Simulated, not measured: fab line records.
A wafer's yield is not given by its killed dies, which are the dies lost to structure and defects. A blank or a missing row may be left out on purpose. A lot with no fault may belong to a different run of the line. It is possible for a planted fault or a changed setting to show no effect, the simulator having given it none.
fab line records ; flow gf180mcu
record lots=14; wafers=42; lastDay=34
route steps=602 shown LVPWELL@63 HV_LDD@228 V1@337
lots untouched by any fault: they come from a run of this same line in which no faults occurred
startH: the number of hours between the record's first day and the start of the first shown wafer of the lot ; waitH: hours since the lot's step before ; " identical to the entry in the row above ; L1.1+2: a single row standing in for several wafers ; - no value present, or no start provided ; * or withheld: withheld ; < > ~ a bound
route shown NAME@n: a module of which the file shows steps, and the number in the route of the first ; usual: mean/standard deviation of fault-free wafers ; same: alike in all rows ; chamber/n: place in a boat ; sites: per-site readings ; _std_site: the values' standard deviation ; _edge_site: mean of outer sites minus mean of inner sites ; radiusMm: how far each site lies from the wafer's centre ; mask NAME#n: copy n ; behind: the tool/chamber that last shaped the wafer ; hold: the reason the lot was held/the length of the hold in hours/how it ended ; device: whichever transistor did not switch (one of n, p or np) ; end of line: the route-end tests of the same wafers ; a step without rows: its recipe alone ; killed: dies lost to structure and defects at the first sort, not the wafer's yield ; map: dies across one wafer; x = killed, . = not, _ = none there
set.NAME: the setting the step ran with; set.NAME@STEP: the setting that earlier step ran with ; model.NAME: the simulator's own value behind a step, which no gauge read
a sample of lots followed through the steps of the route, with each step as a table and each wafer as a row
services: the hour from which a tool's chamber was out of use, counted from the record's first day as startH (under 0 if before that day), plus the number of hours and why
## steps
# step GF_LVPWELL_IMPLANT_09
# recipe species=B; energyKev=60; doseCm2=5e+12; tiltDeg=0
# usual beamEnergyKeV=59.999/0.02
lot.wafer;tool;chamber;startH;waitH;beamEnergyKeV
L330.2;implanter-02;0;68.45;0.1;59.984
L330.4;implanter-02;0;68.45;0.1;60.006
L330.5;implanter-02;0;68.45;0.1;59.965
L331.1;implanter-03;0;74.87;0.1;59.986
L331.2;implanter-03;0;74.87;0.1;59.985
L331.5;implanter-03;0;74.87;0.1;59.992
L332.2;implanter-02;0;79.85;0.1;60.026
L332.5;implanter-02;0;79.85;0.1;60.007
L332.6;implanter-02;0;79.85;0.1;59.991
L333.2;implanter-02;0;85.84;0.1;60.013
L333.3;implanter-02;0;85.84;0.1;59.986
L333.5;implanter-02;0;85.84;0.1;59.977
L335.3;implanter-01;0;97.57;0.1;59.996
L335.4;implanter-01;0;97.57;0.1;59.991
L335.6;implanter-01;0;97.57;0.1;59.986
L336.1;implanter-01;0;101.27;0.1;60.006
L336.2;implanter-01;0;101.27;0.1;60.016
L336.5;implanter-01;0;101.27;0.1;60.000
L337.1;implanter-03;0;113.72;0.1;60.002
L337.2;implanter-03;0;113.72;0.1;59.985
L337.3;implanter-03;0;113.72;0.1;60.001
L338.4;implanter-01;0;118.49;0.1;60.014
L338.5;implanter-01;0;118.49;0.1;60.016
L338.6;implanter-01;0;118.49;0.1;60.008
L339.4;implanter-03;0;120.74;0.1;53.923
L339.5;implanter-03;0;120.74;0.1;53.902
L339.6;implanter-03;0;120.74;0.1;53.936
L344.2;implanter-03;0;151.39;0.1;53.902
L344.3;implanter-03;0;151.39;0.1;53.932
L344.6;implanter-03;0;151.39;0.1;53.935
L347.2;implanter-02;0;167.29;0.1;59.985
L347.3;implanter-02;0;167.29;0.1;59.981
L347.4;implanter-02;0;167.29;0.1;59.987
L350.1;implanter-02;0;183.01;0.1;59.950
L350.3;implanter-02;0;183.01;0.1;59.978
L350.6;implanter-02;0;183.01;0.1;59.979
L351.2;implanter-01;0;188.04;0.1;60.008
L351.3;implanter-01;0;188.04;0.1;60.022
L351.5;implanter-01;0;188.04;0.1;60.020
L353.2;implanter-02;0;200.24;0.1;60.022
L353.3;implanter-02;0;200.24;0.1;60.018
L353.6;implanter-02;0;200.24;0.1;60.028
# step GF_VT_IMPLANT_RS_MEAS_48
# recipe thkMeasGauge=four-point-probe
# usual LVPWELL_RS=1197/3.5
lot.wafer;tool;chamber;startH;waitH;LVPWELL_RS[ohm/sq]
L330.2;filmMetro-03;-;157.84;0.1;1199
L330.4;filmMetro-03;-;157.84;0.1;1201
L330.5;filmMetro-03;-;157.84;0.1;1199
L331.1;filmMetro-03;-;168.16;0.1;1199
L331.2;filmMetro-03;-;168.16;0.1;1199
L331.5;filmMetro-03;-;168.16;0.1;1200
L332.2;filmMetro-03;-;172.48;0.1;1200
L332.5;filmMetro-03;-;172.48;0.1;1197
L332.6;filmMetro-03;-;172.48;0.1;1198
L333.2;filmMetro-04;-;180.18;0.1;1195
L333.3;filmMetro-04;-;180.18;0.1;1199
L333.5;filmMetro-04;-;180.18;0.1;1199
L335.3;filmMetro-03;-;194.87;0.1;1198
L335.4;filmMetro-03;-;194.87;0.1;1200
L335.6;filmMetro-03;-;194.87;0.1;1201
L336.1;filmMetro-03;-;197.12;0.1;1196
L336.2;filmMetro-03;-;197.12;0.1;1196
L336.5;filmMetro-03;-;197.12;0.1;1194
L337.1;filmMetro-03;-;214.76;0.1;1193
L337.2;filmMetro-03;-;214.76;0.1;1197
L337.3;filmMetro-03;-;214.76;0.1;1195
L338.4;filmMetro-01;-;219.73;0.1;1194
L338.5;filmMetro-01;-;219.73;0.1;1196
L338.6;filmMetro-01;-;219.73;0.1;1195
L339.4;filmMetro-03;-;222.93;0.1;1189
L339.5;filmMetro-03;-;222.93;0.1;1189
L339.6;filmMetro-03;-;222.93;0.1;1188
L344.2;filmMetro-01;-;257.56;0.1;1183
L344.3;filmMetro-01;-;257.56;0.1;1187
L344.6;filmMetro-01;-;257.56;0.1;1187
L347.2;filmMetro-03;-;275.44;0.1;1197
L347.3;filmMetro-03;-;275.44;0.1;1203
L347.4;filmMetro-03;-;275.44;0.1;1199
L350.1;filmMetro-01;-;295.62;0.1;1191
L350.3;filmMetro-01;-;295.62;0.1;1190
L350.6;filmMetro-01;-;295.62;0.1;1192
L351.2;filmMetro-01;-;303.02;0.1;1192
L351.3;filmMetro-01;-;303.02;0.1;1191
L351.5;filmMetro-01;-;303.02;0.1;1193
L353.2;filmMetro-04;-;315.69;0.1;1193
L353.3;filmMetro-04;-;315.69;0.1;1188
L353.6;filmMetro-04;-;315.69;0.1;1195
# step GF_HV_LDD_RTA_52
# recipe tempC=1000; timeS=10; ambient=N2
# usual chamberO2Ppm=1.994/0.024; lampPowerPct=30.4/2.6; wafer_temp_C_max=1005.4/1.7
lot.wafer;tool;chamber;startH;waitH;chamberO2Ppm;lampPowerPct;wafer_temp_C_max
L330.2;rtpAnneal-01;0;274.45;0.0;1.993;33.2;1003.0
L330.4;rtpAnneal-01;0;274.45;0.0;1.988;33.2;1004.9
L330.5;rtpAnneal-01;0;274.45;0.0;1.971;33.2;1003.8
L331.1;rtpAnneal-01;0;289.25;0.0;2.003;33.2;1003.3
L331.2;rtpAnneal-01;0;289.25;0.0;1.995;33.2;1004.7
L331.5;rtpAnneal-01;0;289.25;0.0;1.997;33.1;1003.2
L332.2;rtpAnneal-02;0;291.56;0.0;1.996;28.0;1008.8
L332.5;rtpAnneal-02;0;291.56;0.0;2.032;28.0;1004.4
L332.6;rtpAnneal-02;0;291.56;0.0;2.025;28.0;1007.9
L333.2;rtpAnneal-01;0;302.49;0.0;2.025;33.2;1005.0
L333.3;rtpAnneal-01;0;302.49;0.0;2.019;33.2;1003.5
L333.5;rtpAnneal-01;0;302.49;0.0;2.009;33.2;1004.8
L335.3;rtpAnneal-01;0;320.96;0.0;1.989;33.2;1004.5
L335.4;rtpAnneal-01;0;320.96;0.0;2.003;33.1;1005.1
L335.6;rtpAnneal-01;0;320.96;0.0;1.961;33.2;1003.7
L336.1;rtpAnneal-02;0;322.74;0.0;2.002;28.0;1008.1
L336.2;rtpAnneal-02;0;322.74;0.0;2.001;28.0;1006.1
L336.5;rtpAnneal-02;0;322.74;0.0;1.976;28.0;1007.3
L337.1;rtpAnneal-02;0;343.89;0.0;1.990;28.0;1006.2
L337.2;rtpAnneal-02;0;343.89;0.0;2.015;28.0;1006.7
L337.3;rtpAnneal-02;0;343.89;0.0;1.995;28.0;1008.4
L338.4;rtpAnneal-02;0;350.48;0.0;2.018;28.1;1006.6
L338.5;rtpAnneal-02;0;350.48;0.0;1.999;28.0;1005.5
L338.6;rtpAnneal-02;0;350.48;0.0;1.996;28.0;1006.3
L339.4;rtpAnneal-01;0;351.39;0.0;2.011;33.2;1002.6
L339.5;rtpAnneal-01;0;351.39;0.0;1.993;33.2;1003.3
L339.6;rtpAnneal-01;0;351.39;0.0;1.983;33.1;1003.2
L344.2;rtpAnneal-02;0;394.86;0.0;2.007;28.0;1006.7
L344.3;rtpAnneal-02;0;394.86;0.0;1.966;28.0;1005.8
L344.6;rtpAnneal-02;0;394.86;0.0;1.991;28.1;1006.4
L347.2;rtpAnneal-02;0;416.09;0.0;1.994;28.0;1005.8
L347.3;rtpAnneal-02;0;416.09;0.0;1.959;28.0;1006.4
L347.4;rtpAnneal-02;0;416.09;0.0;1.969;28.0;1007.3
L350.1;rtpAnneal-02;0;441.00;0.0;1.980;28.0;1006.7
L350.3;rtpAnneal-02;0;441.00;0.0;1.978;28.0;1006.6
L350.6;rtpAnneal-02;0;441.00;0.0;1.984;28.1;1005.6
L351.2;rtpAnneal-01;0;453.75;0.0;2.002;33.1;1003.1
L351.3;rtpAnneal-01;0;453.75;0.0;2.010;33.2;1003.1
L351.5;rtpAnneal-01;0;453.75;0.0;2.009;33.2;1002.9
L353.2;rtpAnneal-02;0;463.55;0.0;1.990;28.0;1008.2
L353.3;rtpAnneal-02;0;463.55;0.0;2.011;28.0;1008.6
L353.6;rtpAnneal-02;0;463.55;0.0;1.997;28.0;1006.0
# step GF_V1_CVD_02
# recipe material=SiO2; targetThkNm=850; precursor=TEOS; tempC=400; timeS=94.851; rfW=600
# usual heaterPowerW=700/96
lot.wafer;tool;chamber;startH;waitH;heaterPowerW
L330.2;pecvd-03;0;388.81;0.0;794
L330.4;pecvd-03;2;388.81;0.0;769
L330.5;pecvd-03;0;388.81;0.0;829
L331.1;pecvd-03;2;407.18;0.1;728
L331.2;pecvd-03;0;407.18;0.1;744
L331.5;pecvd-03;0;407.18;0.1;768
L332.2;pecvd-03;0;411.35;0.0;813
L332.5;pecvd-03;2;411.35;0.0;767
L332.6;pecvd-03;1;411.35;0.0;673
L333.2;pecvd-02;2;423.44;0.0;640
L333.3;pecvd-02;0;423.44;0.0;874
L333.5;pecvd-02;2;423.44;0.0;709
L335.3;pecvd-02;0;445.61;0.0;887
L335.4;pecvd-02;2;445.61;0.0;632
L335.6;pecvd-02;0;445.61;0.0;925
L336.1;pecvd-03;0;449.62;0.1;848
L336.2;pecvd-03;1;449.62;0.1;706
L336.5;pecvd-03;1;449.62;0.1;563
L337.1;pecvd-03;0;471.41;0.1;846
L337.2;pecvd-03;2;471.41;0.1;745
L337.3;pecvd-03;1;471.41;0.1;704
L338.4;pecvd-02;2;477.76;0.1;772
L338.5;pecvd-02;0;477.76;0.1;883
L338.6;pecvd-02;1;477.76;0.1;704
L339.4;pecvd-01;0;479.01;0.1;586
L339.5;pecvd-01;2;479.01;0.1;731
L339.6;pecvd-01;1;479.01;0.1;516
L344.2;pecvd-01;2;524.03;0.0;593
L344.3;pecvd-01;1;524.03;0.0;610
L344.6;pecvd-01;1;524.03;0.0;649
L347.2;pecvd-03;1;544.68;0.0;685
L347.3;pecvd-03;2;544.68;0.0;740
L347.4;pecvd-03;2;544.68;0.0;752
L350.1;pecvd-03;1;568.53;0.1;599
L350.3;pecvd-03;2;568.53;0.1;684
L350.6;pecvd-03;0;568.53;0.1;857
L351.2;pecvd-03;2;580.38;0.0;718
L351.3;pecvd-03;1;580.38;0.0;691
L351.5;pecvd-03;1;580.38;0.0;730
L353.2;pecvd-01;1;588.44;0.0;567
L353.3;pecvd-01;2;588.44;0.0;726
L353.6;pecvd-01;1;588.44;0.0;606
# step GF_V1_THK_MEAS_03
# recipe reads=SiO2_of_V1_CVD_02
# usual V1_CVD_02_THK=849/13
lot.wafer;tool;chamber;startH;waitH;V1_CVD_02_THK[nm]
L330.2;filmMetro-04;-;388.89;0.0;841
L330.4;filmMetro-04;-;388.89;0.0;845
L330.5;filmMetro-04;-;388.89;0.0;852
L331.1;filmMetro-04;-;407.24;0.0;824
L331.2;filmMetro-04;-;407.24;0.0;836
L331.5;filmMetro-04;-;407.24;0.0;851
L332.2;filmMetro-01;-;411.43;0.0;843
L332.5;filmMetro-01;-;411.43;0.0;856
L332.6;filmMetro-01;-;411.43;0.0;863
L333.2;filmMetro-04;-;423.52;0.0;852
L333.3;filmMetro-04;-;423.52;0.0;864
L333.5;filmMetro-04;-;423.52;0.0;852
L335.3;filmMetro-04;-;445.70;0.1;855
L335.4;filmMetro-04;-;445.70;0.1;857
L335.6;filmMetro-04;-;445.70;0.1;870
L336.1;filmMetro-04;-;449.69;0.0;844
L336.2;filmMetro-04;-;449.69;0.0;838
L336.5;filmMetro-04;-;449.69;0.0;857
L337.1;filmMetro-02;-;471.48;0.0;843
L337.2;filmMetro-02;-;471.48;0.0;831
L337.3;filmMetro-02;-;471.48;0.0;833
L338.4;filmMetro-02;-;477.83;0.0;871
L338.5;filmMetro-02;-;477.83;0.0;860
L338.6;filmMetro-02;-;477.83;0.0;863
L339.4;filmMetro-01;-;479.08;0.0;859
L339.5;filmMetro-01;-;479.08;0.0;861
L339.6;filmMetro-01;-;479.08;0.0;865
L344.2;filmMetro-04;-;524.11;0.0;857
L344.3;filmMetro-04;-;524.11;0.0;852
L344.6;filmMetro-04;-;524.11;0.0;869
L347.2;filmMetro-04;-;544.76;0.0;836
L347.3;filmMetro-04;-;544.76;0.0;824
L347.4;filmMetro-04;-;544.76;0.0;843
L350.1;filmMetro-02;-;568.60;0.0;830
L350.3;filmMetro-02;-;568.60;0.0;826
L350.6;filmMetro-02;-;568.60;0.0;843
L351.2;filmMetro-02;-;580.46;0.0;833
L351.3;filmMetro-02;-;580.46;0.0;834
L351.5;filmMetro-02;-;580.46;0.0;855
L353.2;filmMetro-04;-;588.52;0.0;858
L353.3;filmMetro-04;-;588.52;0.0;855
L353.6;filmMetro-04;-;588.52;0.0;869
## services
tool;chamber;startH;hours;kind
implanter-02;-;90.93;1.4;repair
implanter-01;-;99.73;1.2;repair
implanter-03;-;140.62;2.4;repair
pecvd-03;-;160.62;14.0;pm
pecvd-03;2;182.64;3.7;repair
implanter-03;-;197.46;5.4;pm
implanter-01;-;251.67;2.2;repair
implanter-03;-;260.11;16.5;repair
implanter-03;-;264.53;3.4;repair
implanter-01;-;266.80;10.2;pm
pecvd-03;2;273.93;9.5;repair
pecvd-03;1;300.37;10.9;repair
implanter-03;-;310.60;1.1;repair
implanter-02;-;317.76;86.2;pm
rtpAnneal-01;-;324.85;2.2;pm
implanter-03;-;388.99;1.7;repair
pecvd-03;-;391.97;1.0;repair
implanter-02;-;403.94;5.3;pm
implanter-02;-;409.12;2.1;repair
rtpAnneal-02;-;420.77;3.9;pm
pecvd-03;0;427.20;4.2;repair
implanter-02;-;457.06;4.8;pm
rtpAnneal-02;-;476.74;2.1;pm
pecvd-03;0;552.42;13.8;repair
## key
firstSign step=GF_LVPWELL_IMPLANT_09; reading=beamEnergyKeV; direction=down; sigmas=99+; usual=59.999; struck=53.922
effect step=GF_VT_IMPLANT_RS_MEAS_48; reading=LVPWELL_RS; direction=down; sigmas=2.7; usual=1197; struck=1187
metAt GF_LVPWELL_IMPLANT_09
struckLots L339,L344
testerLeftOut L339,L344
notActingAt GF_HV_LDD_RTA_52,GF_V1_CVD_02,GF_V1_THK_MEAS_03
onsetBetween 113.72 120.74
fault kind=processParameterDrift; tool=implanter-03; chamber=-; onsetH=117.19; steps=GF_LVPWELL_IMPLANT_09; channel=energyKev; offset=-6.0749; shape=step; endH=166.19; actsIn=theseRecipesOnly; stated=60
# testerLeftOut: of these lots the tester's yield and bins aren't shown, on N5 and GAA mostly nor the transistor test; their killed dies are dies lost to structure and defects alone, not to doping, threshold or leakage, so they don't give the yield
